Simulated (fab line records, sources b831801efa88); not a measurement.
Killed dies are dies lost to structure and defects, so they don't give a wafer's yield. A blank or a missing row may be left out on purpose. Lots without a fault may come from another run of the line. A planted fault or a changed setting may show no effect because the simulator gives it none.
Which tool did it? | flow gf180mcu | 13 lots, 38 wafers sampled, at 7 steps of a route of 602

WHAT THE GAUGES READ, wafer by wafer
GF_STI_THK_MEAS_22.
lot  | measured    | on            | STI_OXIDATION_01_THK (nm)
L449 | day 2 17:59 | film_metro-01 | 15.02 15.20 14.93
L450 | day 2 23:50 | film_metro-03 | 15.06 14.92 15.02
L451 | day 3 05:22 | film_metro-03 | 15.17 15.15 15.43
L452 | day 3 10:13 | film_metro-01 | 14.68 14.85 14.95
L453 | day 3 15:11 | film_metro-01 | 14.73 14.91 15.07
L454 | day 3 19:53 | film_metro-03 | 15.08 15.02 15.05
L455 | day 4 02:01 | film_metro-03 | 15.17 15.04 15.16
L456 | day 4 06:46 | film_metro-04 | 15.48 15.46 15.26
L457 | day 4 11:13 | film_metro-03 | 15.08 15.10 15.00
L465 | day 6 06:05 | film_metro-03 | 15.16 15.54 15.45
L466 | day 6 12:33 | film_metro-01 | 14.70 14.82 15.26
L468 | day 6 21:41 | film_metro-04 | 15.00 14.87
L469 | day 7 02:49 | film_metro-01 | 15.34 15.46 15.31

GF_LVPWELL_OVL_MEAS_07.
lot  | measured    | on         | LVPWELL_OVL (nm)
L449 | day 4 13:44 | overlay-01 | 1.2 -1.6 -0.6
L450 | day 4 17:44 | overlay-01 | 1.3 2.8 0.2
L451 | day 5 00:40 | overlay-02 | -0.3 1.1 1.2
L452 | day 5 05:51 | overlay-01 | -1.3 -0.6 -1.1
L453 | day 5 11:40 | overlay-01 | 0.6 1.2 -0.9
L454 | day 5 17:35 | overlay-01 | 0.4 1.8 0.8
L455 | day 5 23:57 | overlay-02 | -0.5 1.2 1.1
L456 | day 6 04:23 | overlay-02 | 2.1 2.3 2.2
L457 | day 6 08:53 | overlay-01 | 1.0 -0.4 -1.8
L465 | day 8 07:04 | overlay-01 | -0.3 1.1 -1.5
L466 | day 8 14:44 | overlay-02 | - - -
L468 | day 8 23:50 | overlay-01 | 1.7 2.0
L469 | day 9 05:15 | overlay-02 | 3.1 2.9 3.5

GF_LVPWELL_TW_MEAS_11.
lot  | measured    | on            | LVPWELL_TW
L449 | day 4 14:10 | film_metro-02 | 553 557 557
L450 | day 4 18:11 | film_metro-02 | 553 554 555
L451 | day 5 01:05 | film_metro-02 | 553 556 555
L452 | day 5 06:18 | film_metro-02 | 552 556 556
L453 | day 5 12:05 | film_metro-02 | 557 553 556
L454 | day 5 18:01 | film_metro-01 | 551 552 548
L455 | day 6 00:23 | film_metro-01 | 556 556 558
L456 | day 6 04:49 | film_metro-04 | 561 560 560
L457 | day 6 09:20 | film_metro-02 | 552 554 551
L465 | day 8 07:30 | film_metro-02 | 553 553 551
L466 | day 8 15:10 | film_metro-04 | 30 30 30
L468 | day 9 00:16 | film_metro-04 | 559 556
L469 | day 9 05:42 | film_metro-02 | 554 555 553

GF_MVSD_TW_MEAS_11.
lot  | measured    | on            | MVSD_TW
L449 | day 5 04:23 | film_metro-01 | 1555 1543 1548
L450 | day 5 09:04 | film_metro-02 | 1560 1564 1570
L451 | day 5 16:34 | film_metro-01 | 1561 1566 1559
L452 | day 5 20:52 | film_metro-02 | 1571 1569 1571
L453 | day 6 03:10 | film_metro-01 | 1570 1572 1575
L454 | day 6 08:40 | film_metro-04 | 1578 1585 1576
L455 | day 6 15:34 | film_metro-04 | 1579 1578 1574
L456 | day 6 20:55 | film_metro-02 | 1561 1560 1566
L457 | day 7 01:17 | film_metro-04 | 1579 1572 1577
L465 | day 8 23:37 | film_metro-04 | 1579 1585 1581
L466 | day 9 07:07 | film_metro-02 | 1593 1585 1589
L468 | day 9 17:16 | film_metro-02 | 1559 1572
L469 | day 9 21:33 | film_metro-01 | 1561 1561 1552

GF_VT_IMPLANT_OVL_MEAS_18.
lot  | measured     | on         | VT_IMPLANT_01_OVL (nm)
L449 | day 7 01:34  | overlay-02 | 0.8 1.4 2.6
L450 | day 7 06:02  | overlay-02 | -0.7 0.3 -0.6
L451 | day 7 13:27  | overlay-02 | -2.4 -0.9 0.8
L452 | day 7 20:18  | overlay-01 | -0.3 -1.2 -1.0
L453 | day 8 02:09  | overlay-02 | -0.1 0.5 1.2
L454 | day 8 07:18  | overlay-01 | 1.1 -0.6 0.5
L455 | day 8 14:51  | overlay-01 | -2.0 -0.4 -0.6
L456 | day 8 21:12  | overlay-02 | -0.7 1.3 -1.2
L457 | day 9 00:56  | overlay-02 | 1.3 -1.5 -0.4
L465 | day 11 02:52 | overlay-02 | -1.5 0.7 -1.1
L466 | day 11 10:29 | overlay-01 | 0.6 0.6 1.0
L468 | day 11 21:59 | overlay-01 | -2.9 -1.0
L469 | day 12 01:27 | overlay-01 | -0.4 0.9 -0.7

WHICH TOOL RAN EACH LOT (tool, then ch and the chambers of the sampled wafers, then the start)
lot  | GF_STI_ETCH_14                  | GF_LVPWELL_EXPOSE_04
L449 | rie_si-01 ch 1,2, day 2 16:13   | iline_stepper-01 ch 0, day 4 06:35
L450 | rie_si-02 ch 0,1,3, day 2 22:11 | iline_stepper-02 ch 0, day 4 11:22
L451 | rie_si-02 ch 0,2,3, day 3 03:43 | iline_stepper-02 ch 0, day 4 17:38
L452 | rie_si-02 ch 0,1, day 3 08:32   | iline_stepper-02 ch 0, day 4 22:29
L453 | rie_si-02 ch 1,3, day 3 13:28   | iline_stepper-02 ch 0, day 5 04:47
L454 | rie_si-02 ch 2,3, day 3 18:14   | iline_stepper-01 ch 0, day 5 10:31
L455 | rie_si-01 ch 2,3, day 4 00:20   | iline_stepper-02 ch 0, day 5 17:18
L456 | rie_si-01 ch 0,1,2, day 4 05:07 | iline_stepper-02 ch 0, day 5 21:20
L457 | rie_si-02 ch 0,2,3, day 4 09:34 | iline_stepper-02 ch 0, day 6 01:28
L465 | rie_si-01 ch 0,1,2, day 6 04:08 | iline_stepper-02 ch 0, day 7 23:47
L466 | rie_si-02 ch 0,1, day 6 10:53   | iline_stepper-01 ch 0, day 8 06:32
L468 | rie_si-01 ch 2,3, day 6 19:21   | iline_stepper-01 ch 0, day 8 16:49
L469 | rie_si-02 ch 0,1,3, day 7 00:41 | iline_stepper-02 ch 0, day 8 21:43
- GF_STI_ETCH_14: etches Si in HBr/Cl2/O2, target depth 360 nm, time 102.9 s.
- GF_LVPWELL_EXPOSE_04: exposes mask LVPWELL, target cd 600 nm.

WHAT THE TOOLS THEMSELVES READ (means of the sampled wafers that have a number; where no wafer has one, the mark that the record gives instead)
GF_STI_ETCH_14.
lot  | tool      | drypump_motor_current_A (A) | oes_product_au (a.u.) | throttle_valve_pct (%)
L449 | rie_si-01 | 5.6                         | 1.014                 | 25.641
L450 | rie_si-02 | 5.4                         | 1.000                 | 25.662
L451 | rie_si-02 | 5.5                         | 0.998                 | 25.656
L452 | rie_si-02 | 5.4                         | 1.007                 | 25.639
L453 | rie_si-02 | 5.3                         | 1.000                 | 25.648
L454 | rie_si-02 | 5.5                         | 0.997                 | 25.659
L455 | rie_si-01 | 6.0                         | 1.002                 | 25.664
L456 | rie_si-01 | 5.9                         | 0.999                 | 25.657
L457 | rie_si-02 | 5.5                         | 0.998                 | 25.663
L465 | rie_si-01 | 5.9                         | 1.005                 | 25.662
L466 | rie_si-02 | 5.3                         | 1.007                 | 25.663
L468 | rie_si-01 | 6.0                         | 1.003                 | 25.663
L469 | rie_si-02 | 5.4                         | 0.992                 | 25.662

THE ANSWER, worked out from the rows above alone
Rule: what is usual is taken from the lots themselves. Put in order of their means at a reading, lots are off if they are a third of the lots or fewer, leave a main group of 4 or more, and stand apart from it by a gap of 3 or more times the standard deviation of the main group's means; of several such gaps the widest counts. A main group whose means are all the same, to the digits that the tables above print for the reading, isn't used. A lot without any number at a reading at which 4 lots or more have one is off too. The other lots that the step has rows for count as sound. The gauges are gone through in route order, then the tools' own readings, and for those a lot's mean is taken as printed above. The first step at which some lot is off is used, and at that step the reading that is off furthest; a lot without a number counts as furthest.
Off: L466, at GF_LVPWELL_OVL_MEAS_07 (LVPWELL_OVL). Without a number there: L466. The main group: mean 0.8 nm, standard deviation 1.2.
A tool fits if, at a process step before that reading, it ran every lot that is off, and no sound lot after the first of them. The gauges at GF_LVPWELL_OVL_MEAS_07 aren't tried: what is off there is off at GF_LVPWELL_TW_MEAS_11 too, on other tools, and a gauge's error can't cause that. None of those tried fits.

WHAT THE SIMULATOR HAD PUT IN
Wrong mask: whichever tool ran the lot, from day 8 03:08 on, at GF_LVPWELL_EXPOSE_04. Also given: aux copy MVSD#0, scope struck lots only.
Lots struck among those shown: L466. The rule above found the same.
